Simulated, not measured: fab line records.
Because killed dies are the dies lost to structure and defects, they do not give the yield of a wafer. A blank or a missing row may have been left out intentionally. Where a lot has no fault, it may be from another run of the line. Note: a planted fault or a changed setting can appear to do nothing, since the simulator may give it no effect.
Which tool did it? || flow sky130 || Sampling: 24 lots, 72 wafers, 3 of 708 route steps

## WHAT THE GAUGES SHOWED, per wafer
SKY_LOCAL_INTERCONNECT_CD_MEAS_11: target cd 170 nm.
{"lot": "L074", "measured": "day 30 16:14", "on": "cd-sem-02", "cd-nm (nm)": "171.1 170.6 171.0"}
{"lot": "L075", "measured": "day 31 06:00", "on": "cd-sem-02", "cd-nm (nm)": "171.4 171.8 170.9"}
{"lot": "L076", "measured": "day 31 19:43", "on": "cd-sem-01", "cd-nm (nm)": "169.7 170.7 171.3"}
{"lot": "L077", "measured": "day 31 23:19", "on": "cd-sem-01", "cd-nm (nm)": "170.6 170.6 170.1"}
{"lot": "L078", "measured": "day 32 00:17", "on": "cd-sem-01", "cd-nm (nm)": "169.2 168.9 168.1"}
{"lot": "L079", "measured": "day 32 18:53", "on": "cd-sem-02", "cd-nm (nm)": "172.2 172.9 174.3"}
{"lot": "L080", "measured": "day 33 13:47", "on": "cd-sem-01", "cd-nm (nm)": "170.9 171.6 171.4"}
{"lot": "L082", "measured": "day 33 15:19", "on": "cd-sem-01", "cd-nm (nm)": "170.2 170.3 170.8"}
{"lot": "L081", "measured": "day 33 19:15", "on": "cd-sem-02", "cd-nm (nm)": "170.6 169.8 171.0"}
{"lot": "L083", "measured": "day 34 00:17", "on": "cd-sem-01", "cd-nm (nm)": "170.5 170.3 171.7"}
{"lot": "L084", "measured": "day 34 11:56", "on": "cd-sem-02", "cd-nm (nm)": "170.5 170.3 171.6"}
{"lot": "L086", "measured": "day 34 13:53", "on": "cd-sem-01", "cd-nm (nm)": "169.9 170.9 170.8"}
{"lot": "L087", "measured": "day 34 15:25", "on": "cd-sem-01", "cd-nm (nm)": "170.5 172.8 170.8"}
{"lot": "L085", "measured": "day 34 15:44", "on": "cd-sem-01", "cd-nm (nm)": "167.5 166.8 167.4"}
{"lot": "L088", "measured": "day 35 03:07", "on": "cd-sem-01", "cd-nm (nm)": "168.4 168.8 169.7"}
{"lot": "L089", "measured": "day 35 11:15", "on": "cd-sem-01", "cd-nm (nm)": "169.3 169.4 169.5"}
{"lot": "L090", "measured": "day 35 13:06", "on": "cd-sem-02", "cd-nm (nm)": "170.1 170.7 169.0"}
{"lot": "L091", "measured": "day 36 05:14", "on": "cd-sem-01", "cd-nm (nm)": "171.5 170.6 170.5"}
{"lot": "L092", "measured": "day 36 13:12", "on": "cd-sem-02", "cd-nm (nm)": "166.8 168.6 166.3"}
{"lot": "L094", "measured": "day 36 16:07", "on": "cd-sem-01", "cd-nm (nm)": "171.4 174.7 170.6"}
{"lot": "L093", "measured": "day 36 18:16", "on": "cd-sem-01", "cd-nm (nm)": "170.6 169.7 169.5"}
{"lot": "L095", "measured": "day 37 05:59", "on": "cd-sem-01", "cd-nm (nm)": "168.9 171.6 169.7"}
{"lot": "L096", "measured": "day 37 07:37", "on": "cd-sem-01", "cd-nm (nm)": "171.2 171.1 170.9"}
{"lot": "L097", "measured": "day 37 15:20", "on": "cd-sem-02", "cd-nm (nm)": "169.9 168.8 172.5"}

SKY_CONTACT_BOW_MEAS_05.
{"lot": "L074", "measured": "day 30 17:40", "on": "film-metro-03", "CONTACT_BOW (um)": "79 70 95"}
{"lot": "L075", "measured": "day 31 07:37", "on": "film-metro-03", "CONTACT_BOW (um)": "80 81 77"}
{"lot": "L076", "measured": "day 31 21:13", "on": "film-metro-02", "CONTACT_BOW (um)": "78 91 84"}
{"lot": "L077", "measured": "day 32 01:03", "on": "film-metro-02", "CONTACT_BOW (um)": "94 89 82"}
{"lot": "L078", "measured": "day 32 05:37", "on": "film-metro-01", "CONTACT_BOW (um)": "91 87 88"}
{"lot": "L079", "measured": "day 32 20:31", "on": "film-metro-02", "CONTACT_BOW (um)": "78 81 72"}
{"lot": "L080", "measured": "day 33 15:38", "on": "film-metro-03", "CONTACT_BOW (um)": "82 81 84"}
{"lot": "L082", "measured": "day 33 16:43", "on": "film-metro-02", "CONTACT_BOW (um)": "84 93 83"}
{"lot": "L081", "measured": "day 33 20:38", "on": "film-metro-03", "CONTACT_BOW (um)": "78 80 88"}
{"lot": "L083", "measured": "day 34 01:40", "on": "film-metro-01", "CONTACT_BOW (um)": "78 82 72"}
{"lot": "L084", "measured": "day 34 13:19", "on": "film-metro-02", "CONTACT_BOW (um)": "83 67 75"}
{"lot": "L086", "measured": "day 34 15:22", "on": "film-metro-03", "CONTACT_BOW (um)": "80 72 84"}
{"lot": "L087", "measured": "day 34 17:08", "on": "film-metro-01", "CONTACT_BOW (um)": "85 85 78"}
{"lot": "L085", "measured": "day 34 17:14", "on": "film-metro-03", "CONTACT_BOW (um)": "83 69 71"}
{"lot": "L088", "measured": "day 35 04:31", "on": "film-metro-03", "CONTACT_BOW (um)": "76 85 85"}
{"lot": "L089", "measured": "day 35 12:46", "on": "film-metro-02", "CONTACT_BOW (um)": "93 80 83"}
{"lot": "L090", "measured": "day 35 14:30", "on": "film-metro-01", "CONTACT_BOW (um)": "96 90 90"}
{"lot": "L091", "measured": "day 36 06:37", "on": "film-metro-03", "CONTACT_BOW (um)": "65 83 73"}
{"lot": "L092", "measured": "day 36 14:38", "on": "film-metro-03", "CONTACT_BOW (um)": "89 76 92"}
{"lot": "L094", "measured": "day 36 17:30", "on": "film-metro-01", "CONTACT_BOW (um)": "79 79 80"}
{"lot": "L093", "measured": "day 36 19:39", "on": "film-metro-02", "CONTACT_BOW (um)": "77 88 91"}
{"lot": "L095", "measured": "day 37 07:23", "on": "film-metro-01", "CONTACT_BOW (um)": "84 86 80"}
{"lot": "L096", "measured": "day 37 09:01", "on": "film-metro-03", "CONTACT_BOW (um)": "79 82 66"}
{"lot": "L097", "measured": "day 37 16:43", "on": "film-metro-01", "CONTACT_BOW (um)": "74 82 67"}

## WHAT TOOL EACH LOT RAN ON (gives the tool, then ch and the chambers of the sampled wafers, and finally the start)
{"lot": "L074", "SKY_LI_CONTACT_CVD_21": "cvd-w-02 ch 0,1, day 29 10:26"}
{"lot": "L075", "SKY_LI_CONTACT_CVD_21": "cvd-w-01 ch 0,1, day 30 02:22"}
{"lot": "L076", "SKY_LI_CONTACT_CVD_21": "cvd-w-01 ch 1, day 30 16:11"}
{"lot": "L077", "SKY_LI_CONTACT_CVD_21": "cvd-w-02 ch 0,1, day 30 19:23"}
{"lot": "L078", "SKY_LI_CONTACT_CVD_21": "cvd-w-01 ch 0,1, day 30 20:08"}
{"lot": "L079", "SKY_LI_CONTACT_CVD_21": "cvd-w-02 ch 0, day 31 15:43"}
{"lot": "L080", "SKY_LI_CONTACT_CVD_21": "cvd-w-01 ch 0,1, day 32 09:17"}
{"lot": "L082", "SKY_LI_CONTACT_CVD_21": "cvd-w-01 ch 0,1, day 32 11:43"}
{"lot": "L081", "SKY_LI_CONTACT_CVD_21": "cvd-w-01 ch 0,1, day 32 15:41"}
{"lot": "L083", "SKY_LI_CONTACT_CVD_21": "cvd-w-01 ch 0,1, day 32 20:26"}
{"lot": "L084", "SKY_LI_CONTACT_CVD_21": "cvd-w-01 ch 0,1, day 33 08:46"}
{"lot": "L086", "SKY_LI_CONTACT_CVD_21": "cvd-w-02 ch 0,1, day 33 09:46"}
{"lot": "L087", "SKY_LI_CONTACT_CVD_21": "cvd-w-02 ch 0, day 33 11:25"}
{"lot": "L085", "SKY_LI_CONTACT_CVD_21": "cvd-w-01 ch 0,1, day 33 11:47"}
{"lot": "L088", "SKY_LI_CONTACT_CVD_21": "cvd-w-02 ch 0,1, day 33 23:31"}
{"lot": "L089", "SKY_LI_CONTACT_CVD_21": "cvd-w-02 ch 0,1, day 34 07:37"}
{"lot": "L090", "SKY_LI_CONTACT_CVD_21": "cvd-w-01 ch 0,1, day 34 10:28"}
{"lot": "L091", "SKY_LI_CONTACT_CVD_21": "cvd-w-02 ch 0,1, day 35 02:04"}
{"lot": "L092", "SKY_LI_CONTACT_CVD_21": "cvd-w-01 ch 0,1, day 35 09:41"}
{"lot": "L094", "SKY_LI_CONTACT_CVD_21": "cvd-w-02 ch 0,1, day 35 12:36"}
{"lot": "L093", "SKY_LI_CONTACT_CVD_21": "cvd-w-02 ch 0,1, day 35 15:34"}
{"lot": "L095", "SKY_LI_CONTACT_CVD_21": "cvd-w-01 ch 0,1, day 36 03:49"}
{"lot": "L096", "SKY_LI_CONTACT_CVD_21": "cvd-w-02 ch 0,1, day 36 04:58"}
{"lot": "L097", "SKY_LI_CONTACT_CVD_21": "cvd-w-02 ch 0,1, day 36 12:57"}
- SKY_LI_CONTACT_CVD_21: deposits W, target thk 400 nm, time 120.56 s.

## AS READ BY THE TOOLS THEMSELVES (means over the sampled wafers that have a number; for cases with no such wafer, the mark the record gives instead)
SKY_LI_CONTACT_CVD_21.
{"lot": "L074", "tool": "cvd-w-02", "heater-power-w (W)": 841}
{"lot": "L075", "tool": "cvd-w-01", "heater-power-w (W)": 827}
{"lot": "L076", "tool": "cvd-w-01", "heater-power-w (W)": 788}
{"lot": "L077", "tool": "cvd-w-02", "heater-power-w (W)": 853}
{"lot": "L078", "tool": "cvd-w-01", "heater-power-w (W)": 816}
{"lot": "L079", "tool": "cvd-w-02", "heater-power-w (W)": 894}
{"lot": "L080", "tool": "cvd-w-01", "heater-power-w (W)": 817}
{"lot": "L082", "tool": "cvd-w-01", "heater-power-w (W)": 821}
{"lot": "L081", "tool": "cvd-w-01", "heater-power-w (W)": 830}
{"lot": "L083", "tool": "cvd-w-01", "heater-power-w (W)": 824}
{"lot": "L084", "tool": "cvd-w-01", "heater-power-w (W)": 801}
{"lot": "L086", "tool": "cvd-w-02", "heater-power-w (W)": 850}
{"lot": "L087", "tool": "cvd-w-02", "heater-power-w (W)": 894}
{"lot": "L085", "tool": "cvd-w-01", "heater-power-w (W)": 809}
{"lot": "L088", "tool": "cvd-w-02", "heater-power-w (W)": 852}
{"lot": "L089", "tool": "cvd-w-02", "heater-power-w (W)": 808}
{"lot": "L090", "tool": "cvd-w-01", "heater-power-w (W)": 836}
{"lot": "L091", "tool": "cvd-w-02", "heater-power-w (W)": 813}
{"lot": "L092", "tool": "cvd-w-01", "heater-power-w (W)": 842}
{"lot": "L094", "tool": "cvd-w-02", "heater-power-w (W)": 814}
{"lot": "L093", "tool": "cvd-w-02", "heater-power-w (W)": 814}
{"lot": "L095", "tool": "cvd-w-01", "heater-power-w (W)": 818}
{"lot": "L096", "tool": "cvd-w-02", "heater-power-w (W)": 813}
{"lot": "L097", "tool": "cvd-w-02", "heater-power-w (W)": 860}

## THE ANSWER, worked out from the rows above alone
Rule: usual is defined by the lots themselves. Put in order of their means at a reading, lots are off if they are a third of the lots or fewer, leave a main group of 4 or more, and stand apart from it by a gap of 3 or more times the standard deviation of the main group's means; of several such gaps the widest counts. A main group whose means are all the same, to the digits that the tables above print for the reading, isn't used. A lot without any number at a reading at which 4 lots or more have one is off too. Any other lot the step has rows for is counted as sound. After the gauges, taken in route order, come the tools' own readings; for these a lot's mean is taken, as printed above. The first step at which some lot is off is used, and at that step the reading that is off furthest; a lot without a number counts as furthest.
None of the lots is off at any reading shown; this tells nothing.

## WHAT THE SIMULATOR PUT IN
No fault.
